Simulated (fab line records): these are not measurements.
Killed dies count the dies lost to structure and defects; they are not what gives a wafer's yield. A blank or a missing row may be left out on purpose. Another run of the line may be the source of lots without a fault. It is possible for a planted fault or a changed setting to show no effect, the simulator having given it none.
fab line records + flow sky130 + part 2 of 2: steps 28 to 37 of 37
record
- lots=5
- wafers=15
- last-day=50
route steps=708 shown METAL3@562 VIA3@573 METAL4@598
lots untouched by any fault: they come from a run of this same line in which no faults occurred
start-h: the number of hours between the record's first day and the start of the first shown wafer of the lot + wait-h: how many hours have passed since the lot's step before this one + " as in the row above + L1.1+2: a single row standing in for several wafers + - no value, or no start given + * or withheld: withheld + < > ~ a bound
route shown NAME@n: names a module that has steps shown in the file, with the first one's number in the route + usual: the fault-free wafers' mean and standard deviation + same: alike in all rows + chamber/n: place in a boat + sites: readings site by site + _std_site: standard deviation across them + _edge_site: the outer-site mean with the inner-site mean subtracted + radius-mm: how far each site lies from the wafer's centre + mask NAME#n: copy n + behind: tool/chamber where the wafer was last shaped + hold: why the lot was held/for how many hours/how that ended + device: the n, p or np transistor that did not switch + end of line: the same wafers' tests at the end of the route + a step with no rows: only its recipe + killed: not the wafer's yield, but the dies lost to structure and defects at the first sort + map: a wafer's dies, x killed, . not, _ none there
set.NAME: the setting that was run; set.NAME@STEP: the one run at that earlier step + model.NAME: the simulator's own value behind a step, which no gauge read
lots seen at some steps along the route; tables by step, rows by wafer
services: the hour from which a tool's chamber was out of use, counted from the record's first day as start-h (under 0 if before that day), plus the number of hours and why
## steps
# step SKY_VIA3_STRIP_16
# recipe
- chemistry=O2/N2
- power-w=1400
- pressure-mtorr=1500
- platen-temp-c=withheld
- o2-flow-sccm=3000
- n2-flow-sccm=300
- overash-fraction=0.5
# usual
- drypump-motor-current-A=5.7/0.33
- oes-product-au=0.402/0.0045
- strip-time-to-endpoint-s=4.143/0.022
| lot.wafer | tool            | chamber | start-h | wait-h | drypump-motor-current-A | oes-product-au | rf-hours-counter-h | strip-time-to-endpoint-s |
|-----------|-----------------|---------|---------|--------|-------------------------|----------------|--------------------|--------------------------|
| L085.2    | plasma-asher-03 | 1       | 1004.00 | 0.0    | 5.2                     | 0.405          | 115                | 4.157                    |
| L085.3    | "               | 0       | "       | "      | 5.3                     | 0.405          | -                  | 4.149                    |
| L085.6    | "               | 0       | "       | "      | 5.3                     | 0.408          | -                  | 4.139                    |
| L086.2    | plasma-asher-03 | 0       | 1011.24 | 0.0    | 5.3                     | 0.403          | 116                | 4.148                    |
| L086.5    | "               | 0       | "       | "      | 5.3                     | 0.397          | -                  | 4.176                    |
| L086.6    | "               | 1       | "       | "      | 5.2                     | 0.403          | -                  | 4.164                    |
| L088.2    | plasma-asher-01 | 1       | 1023.66 | 0.0    | 5.9                     | 0.403          | 56                 | 4.139                    |
| L088.3    | "               | 1       | "       | "      | 5.9                     | 0.395          | -                  | 4.179                    |
| L088.5    | "               | 0       | "       | "      | 6.1                     | 0.398          | -                  | 4.169                    |
| L089.3    | plasma-asher-01 | 0       | 1032.17 | 0.1    | 6.1                     | 0.399          | -                  | 4.132                    |
| L089.5    | "               | 0       | "       | "      | 6.1                     | 0.400          | -                  | 4.110                    |
| L089.6    | "               | 1       | "       | "      | 5.9                     | 0.403          | -                  | 4.102                    |
| L096.1    | plasma-asher-01 | 0       | 1075.11 | 0.0    | 6.1                     | 0.396          | 61                 | 4.091                    |
| L096.4    | "               | 1       | "       | "      | 5.9                     | 0.403          | -                  | 4.106                    |
| L096.6    | "               | 0       | "       | "      | 6.1                     | 0.392          | -                  | 4.096                    |
# step SKY_VIA3_STRIP_17
# recipe
- chemistry=post-etch-residue-remover
- time-s=1200
- temp-c=72.5
| lot.wafer  | tool         | chamber | start-h | wait-h |
|------------|--------------|---------|---------|--------|
| L085.2+3+6 | wet-bench-03 | 0       | 1004.10 | 0.1    |
| L086.2+5+6 | wet-bench-02 | 0       | 1011.34 | 0.1    |
| L088.2+3+5 | wet-bench-01 | 2       | 1023.76 | 0.1    |
| L089.3+5+6 | wet-bench-03 | 2       | 1032.24 | 0.0    |
| L096.1+4+6 | wet-bench-01 | 0       | 1075.21 | 0.1    |
# step SKY_VIA3_CLEAN_18
# recipe
- chemistry=IPA
- time-s=180
- temp-c=25
| lot.wafer  | tool         | chamber | start-h | wait-h |
|------------|--------------|---------|---------|--------|
| L085.2+3+6 | wet-bench-02 | 3       | 1004.47 | 0.0    |
| L086.2+5+6 | wet-bench-02 | 1       | 1011.68 | 0.0    |
| L088.2+3+5 | wet-bench-03 | 0       | 1024.13 | 0.0    |
| L089.3+5+6 | wet-bench-01 | 2       | 1032.61 | 0.0    |
| L096.1+4+6 | wet-bench-02 | 3       | 1075.58 | 0.0    |
# step SKY_VIA3_CLEAN_19
# recipe
- chemistry=O3/DIW
- dry=n2-spin
| lot.wafer  | tool         | chamber | start-h | wait-h |
|------------|--------------|---------|---------|--------|
| L085.2+3+6 | wet-bench-01 | 1       | 1004.53 | 0.0    |
| L086.2+5+6 | wet-bench-03 | 2       | 1011.74 | 0.0    |
| L088.2+3+5 | wet-bench-02 | 2       | 1024.19 | 0.0    |
| L089.3+5+6 | wet-bench-01 | 3       | 1032.67 | 0.0    |
| L096.1+4+6 | wet-bench-01 | 1       | 1075.64 | 0.0    |
# step SKY_VIA3_SPUTTER_20
# recipe
- material=TiN
- target-thk-nm=20
- chamber-pressure-pa=5
- power-w=4000
- time-s=80
# usual
- throttle-valve-pct=30.2/1.1
| lot.wafer | tool           | chamber | start-h | wait-h | throttle-valve-pct |
|-----------|----------------|---------|---------|--------|--------------------|
| L085.2    | pvd-sputter-04 | -       | 1004.63 | 0.0    | 30.4               |
| L085.3    | "              | -       | "       | "      | 29.1               |
| L085.6    | "              | -       | "       | "      | 30.3               |
| L086.2    | pvd-sputter-02 | -       | 1011.84 | 0.0    | 30.2               |
| L086.5    | "              | -       | "       | "      | 28.8               |
| L086.6    | "              | -       | "       | "      | 31.0               |
| L088.2    | pvd-sputter-01 | -       | 1024.28 | 0.0    | 28.9               |
| L088.3    | "              | -       | "       | "      | 30.2               |
| L088.5    | "              | -       | "       | "      | 30.1               |
| L089.3    | pvd-sputter-02 | -       | 1032.76 | 0.0    | 32.3               |
| L089.5    | "              | -       | "       | "      | 31.4               |
| L089.6    | "              | -       | "       | "      | 32.5               |
| L096.1    | pvd-sputter-02 | -       | 1075.74 | 0.0    | 28.9               |
| L096.4    | "              | -       | "       | "      | 31.3               |
| L096.6    | "              | -       | "       | "      | 31.0               |
# step SKY_VIA3_CVD_21
# recipe
- material=W
- target-thk-nm=390
- time-s=117.31
- temp-c=400
- pressure-torr=40
# usual
- heater-power-w=795/91
| lot.wafer | tool     | chamber | start-h | wait-h | heater-power-w | since-wet-clean-h |
|-----------|----------|---------|---------|--------|----------------|-------------------|
| L085.2    | cvd-w-02 | 1       | 1004.69 | 0.0    | 806            | 87                |
| L085.3    | "        | 0       | "       | "      | 701            | -                 |
| L085.6    | "        | 1       | "       | "      | 808            | -                 |
| L086.2    | cvd-w-02 | 1       | 1011.90 | 0.0    | 831            | 94                |
| L086.5    | "        | 0       | "       | "      | 709            | -                 |
| L086.6    | "        | 1       | "       | "      | 811            | -                 |
| L088.2    | cvd-w-01 | 0       | 1024.35 | 0.0    | 847            | 620               |
| L088.3    | "        | 0       | "       | "      | 831            | -                 |
| L088.5    | "        | 1       | "       | "      | 962            | -                 |
| L089.3    | cvd-w-01 | 1       | 1032.86 | 0.1    | 991            | -                 |
| L089.5    | "        | 1       | "       | "      | 956            | -                 |
| L089.6    | "        | 0       | "       | "      | 848            | -                 |
| L096.1    | cvd-w-01 | 0       | 1075.80 | 0.0    | 833            | 672               |
| L096.4    | "        | 0       | "       | "      | 841            | -                 |
| L096.6    | "        | 1       | "       | "      | 956            | -                 |
# step SKY_VIA3_RS_MEAS_22
# recipe
- thk-meas-gauge=four-point-probe
- reads=W_of_VIA3_CVD_21+TiN_of_VIA3_SPUTTER_20
# usual
- VIA3_W_RS=0.294/0.0032
| lot.wafer | tool          | chamber | start-h | wait-h | VIA3_W_RS[ohm/sq] |
|-----------|---------------|---------|---------|--------|-------------------|
| L085.2    | film-metro-04 | -       | 1004.83 | 0.1    | 0.290             |
| L085.3    | "             | -       | "       | "      | 0.290             |
| L085.6    | "             | -       | "       | "      | 0.292             |
| L086.2    | film-metro-01 | -       | 1012.04 | 0.1    | 0.290             |
| L086.5    | "             | -       | "       | "      | 0.292             |
| L086.6    | "             | -       | "       | "      | 0.293             |
| L088.2    | film-metro-01 | -       | 1024.50 | 0.1    | 0.299             |
| L088.3    | "             | -       | "       | "      | 0.300             |
| L088.5    | "             | -       | "       | "      | 0.298             |
| L089.3    | film-metro-01 | -       | 1032.99 | 0.1    | 0.294             |
| L089.5    | "             | -       | "       | "      | 0.296             |
| L089.6    | "             | -       | "       | "      | 0.299             |
| L096.1    | film-metro-04 | -       | 1075.93 | 0.1    | 0.300             |
| L096.4    | "             | -       | "       | "      | 0.298             |
| L096.6    | "             | -       | "       | "      | 0.299             |
# step SKY_VIA3_THK_MEAS_23
# recipe
- thk-meas-gauge=xrf
- reads=W_of_VIA3_CVD_21
# usual
- VIA3_W_THK=390/5.6
| lot.wafer | tool          | chamber | start-h | wait-h | VIA3_W_THK[nm] |
|-----------|---------------|---------|---------|--------|----------------|
| L085.2    | film-metro-04 | -       | 1004.94 | 0.1    | 391            |
| L085.3    | "             | -       | "       | "      | 389            |
| L085.6    | "             | -       | "       | "      | 387            |
| L086.2    | film-metro-01 | -       | 1012.15 | 0.1    | 396            |
| L086.5    | "             | -       | "       | "      | 394            |
| L086.6    | "             | -       | "       | "      | 395            |
| L088.2    | film-metro-01 | -       | 1024.61 | 0.1    | 385            |
| L088.3    | "             | -       | "       | "      | 388            |
| L088.5    | "             | -       | "       | "      | 387            |
| L089.3    | film-metro-01 | -       | 1033.09 | 0.1    | 395            |
| L089.5    | "             | -       | "       | "      | 392            |
| L089.6    | "             | -       | "       | "      | 389            |
| L096.1    | film-metro-04 | -       | 1076.05 | 0.1    | 379            |
| L096.4    | "             | -       | "       | "      | 382            |
| L096.6    | "             | -       | "       | "      | 381            |
# step SKY_VIA3_CMP_24
# recipe
- stop-on=SiO2
- t-overpolish-s=20
- down-force-psi=3.5
- platen-rpm=60
- target-thk-nm=0
- pad-velocity-m-s=0.94248
# usual
- motor-current-A=10.9/1
- overpolish-run-s=20.000/0.009
- slurry-flow-ml-min=150.0/0.49
- time-to-endpoint-s=96/4.4
| lot.wafer | tool   | chamber | start-h | wait-h | motor-current-A | overpolish-run-s | slurry-flow-ml-min | time-to-endpoint-s |
|-----------|--------|---------|---------|--------|-----------------|------------------|--------------------|--------------------|
| L085.2    | cmp-01 | 1       | 1005.04 | 0.1    | 10.1            | 20.008           | 150.3              | 101                |
| L085.3    | "      | 3       | "       | "      | 11.5            | 20.000           | 150.5              | 97                 |
| L085.6    | "      | 1       | "       | "      | 9.9             | 19.985           | 150.2              | 98                 |
| L086.2    | cmp-02 | 0       | 1012.20 | 0.0    | 9.2             | 19.996           | 151.3              | 95                 |
| L086.6    | "      | 0       | "       | "      | 10.1            | 19.987           | 150.5              | 97                 |
| L086.5    | "      | 1       | "       | "      | 12.9            | 19.998           | 149.9              | 91                 |
| L088.3    | cmp-02 | 3       | 1024.66 | 0.0    | 10.6            | 19.999           | 150.4              | 91                 |
| L088.2    | "      | 2       | "       | "      | 10.3            | 20.002           | 150.1              | 98                 |
| L088.5    | "      | 3       | "       | "      | 10.2            | 19.987           | 150.6              | 95                 |
| L089.3    | cmp-01 | 0       | 1033.13 | 0.0    | 11.0            | 20.003           | 149.5              | 100                |
| L089.6    | "      | 0       | "       | "      | 11.6            | 20.003           | 150.0              | 100                |
| L089.5    | "      | 1       | "       | "      | 9.9             | 20.010           | 150.0              | 97                 |
| L096.4    | cmp-02 | 2       | 1076.21 | 0.1    | 9.7             | 19.996           | 149.8              | 91                 |
| L096.1    | "      | 3       | "       | "      | 10.3            | 20.001           | 150.4              | 87                 |
| L096.6    | "      | 1       | "       | "      | 13.1            | 20.008           | 149.7              | 93                 |
# step SKY_METAL4_SPUTTER_00
# recipe
- material=Ti
- target-thk-nm=15
- power-w=3000
- time-s=10
- chamber-pressure-pa=0.4
# usual
- throttle-valve-pct=30.0/1
| lot.wafer | tool           | chamber | start-h | wait-h | throttle-valve-pct |
|-----------|----------------|---------|---------|--------|--------------------|
| L085.2    | pvd-sputter-02 | -       | 1005.29 | 0.2    | 28.9               |
| L085.3    | "              | -       | "       | "      | 32.4               |
| L085.6    | "              | -       | "       | "      | 30.2               |
| L086.2    | pvd-sputter-03 | -       | 1012.50 | 0.2    | 28.4               |
| L086.5    | "              | -       | "       | "      | 30.3               |
| L086.6    | "              | -       | "       | "      | 29.0               |
| L088.2    | pvd-sputter-02 | -       | 1024.96 | 0.1    | 32.6               |
| L088.3    | "              | -       | "       | "      | 28.7               |
| L088.5    | "              | -       | "       | "      | 30.5               |
| L089.3    | pvd-sputter-03 | -       | 1033.43 | 0.2    | 30.1               |
| L089.5    | "              | -       | "       | "      | 30.1               |
| L089.6    | "              | -       | "       | "      | 28.9               |
| L096.1    | pvd-sputter-03 | -       | 1076.41 | 0.1    | 29.2               |
| L096.4    | "              | -       | "       | "      | 28.7               |
| L096.6    | "              | -       | "       | "      | 30.5               |
## services
| tool            | chamber | start-h | hours | kind   |
|-----------------|---------|---------|-------|--------|
| rie-metal-01    | -       | 954.52  | 0.3   | repair |
| cvd-w-01        | -       | 955.62  | 6.9   | pm     |
| cvd-w-01        | -       | 967.40  | 28.1  | pm     |
| rie-diel-04     | 0       | 971.30  | 17.9  | repair |
| rie-metal-02    | 1       | 973.83  | 2.1   | repair |
| cmp-02          | -       | 975.00  | 0.6   | repair |
| krf-scanner-01  | -       | 976.24  | 1.3   | pm     |
| rie-diel-02     | -       | 980.00  | 14.6  | pm     |
| rie-diel-04     | 3       | 983.01  | 36.8  | repair |
| krf-scanner-01  | -       | 983.98  | 0.8   | pm     |
| plasma-asher-01 | -       | 986.96  | 5.2   | repair |
| cmp-01          | -       | 1001.60 | 0.6   | repair |
| cmp-01          | -       | 1003.63 | 0.8   | repair |
| plasma-asher-01 | -       | 1004.01 | 12.9  | pm     |
| cvd-w-01        | 1       | 1012.67 | 3.8   | repair |
| plasma-asher-01 | -       | 1024.75 | 1.3   | repair |
| cmp-01          | -       | 1030.64 | 0.8   | repair |
| krf-scanner-01  | -       | 1033.67 | 3.8   | repair |
| rie-metal-03    | 1       | 1034.65 | 12.2  | repair |
| pvd-sputter-02  | -       | 1052.40 | 3.6   | repair |
| pvd-sputter-03  | -       | 1052.95 | 0.9   | repair |
| cmp-01          | -       | 1053.99 | 0.3   | repair |
| cmp-01          | -       | 1054.85 | 2.2   | repair |
| hdpcvd-01       | 0       | 1074.81 | 3.9   | repair |
